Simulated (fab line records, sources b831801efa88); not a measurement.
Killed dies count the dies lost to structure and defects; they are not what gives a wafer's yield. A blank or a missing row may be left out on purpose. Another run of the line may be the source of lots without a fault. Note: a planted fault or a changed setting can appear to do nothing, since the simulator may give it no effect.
Comparing a struck lot with a sound one | flow sky130 | 14 out of 708 route steps
Sound: these wafers, L681.4, L681.5, L681.6. Wafers L690.2, L690.3, L690.6 were the ones struck. The cause is named last.
For every step that has rows: the tool of each side, followed by ch and its chambers, followed by its first start. Under that, the readings that differ: sound wafers | struck wafers | difference of the means | sigmas: that difference in standard deviations of wafers without a fault.
alike: a reading whose means differ by less than 2 such deviations, as well as words and numbers matching on both sides. not compared: withheld readings; readings where some wafer has no value; bounds like >300 that might hide an equal value; numbers whose values overlap and for which the record gives no deviation.
A row with sigmas, a row that says differs or no value, or rows on one side alone: a step with any of these is where the two part. Numbers that have no deviation but don't overlap get no sigmas and don't part them. Lack of a reading on every wafer of one side parts them only where that side has two or more wafers.

SKY_METAL5_SPUTTER_01: material TiN, target thk 20 nm, time 16.7 s.
  sound on pvdSputter-01 at day 42 22:47; struck on pvdSputter-02 at day 45 15:11
  alike: throttleValvePct
SKY_METAL5_SPUTTER_02: material AlCu, target thk 1150 nm, time 61.2 s.
  sound on pvdSputter-01 at day 42 22:49; struck on pvdSputter-02 at day 45 15:13
  alike: throttleValvePct
SKY_METAL5_SPUTTER_03: material Ti, target thk 5 nm, time 3.3 s.
  sound on pvdSputter-01 at day 42 22:52; struck on pvdSputter-02 at day 45 15:16
  alike: throttleValvePct
SKY_METAL5_SPUTTER_04: material TiN, target thk 70 nm, time 58.3 s.
  sound on pvdSputter-01 at day 42 22:53; struck on pvdSputter-02 at day 45 15:17
  alike: throttleValvePct
SKY_METAL5_RS_MEAS_05: measures by four-point-probe.
  sound on filmMetro-01 at day 42 23:00; struck on filmMetro-03 at day 45 15:22
  alike: METAL5_ALCU_RS
SKY_METAL5_THK_MEAS_06: measures by xrf.
  sound on filmMetro-01 at day 42 23:05; struck on filmMetro-03 at day 45 15:28
reading              | sound          | struck         | difference | sigmas
METAL5_ALCU_THK (nm) | 1140 1145 1149 | 1122 1108 1111 | -31        | -2
then, 6 steps without rows for these wafers: SKY_METAL5_DEHYDRATE_07 (time 60 s); SKY_METAL5_HMDS_08 (prime time 60 s); SKY_METAL5_COAT_09 (resist thk 1800 nm); SKY_METAL5_SOFTBAKE_10 (time 60 s); SKY_METAL5_EXPOSE_11 (exposes mask MM5, target cd 1600 nm); SKY_METAL5_PEB_12.
SKY_METAL5_DEVELOP_13: develop time 60 s.
  sound on lithoTrack-01 ch 0, day 43 21:27; struck on lithoTrack-01, day 46 11:09
  no value came back on the struck wafers for chillPlateTempC (C), developTimeS (s); on the sound wafers chillPlateTempC (C) reads 22.99 22.93 22.87
SKY_METAL5_DESCUM_14: chemistry O2, time 11 s.
  sound on rieMetal-03 ch 0,1, day 43 21:32; struck on rieMetal-03 ch 0,1, day 46 11:16
  alike: drypumpMotorCurrentA, heBacksideLeakSccm, oesProductAu, rfFwdPowerW
  not compared: rfHoursCounterH

WHERE THEY PART
First at SKY_METAL5_THK_MEAS_06; last, within this record, at SKY_METAL5_DEVELOP_13. Later steps at which nothing parts them and some readings are alike: SKY_METAL5_DESCUM_14.

WHY: the cause the simulator had injected
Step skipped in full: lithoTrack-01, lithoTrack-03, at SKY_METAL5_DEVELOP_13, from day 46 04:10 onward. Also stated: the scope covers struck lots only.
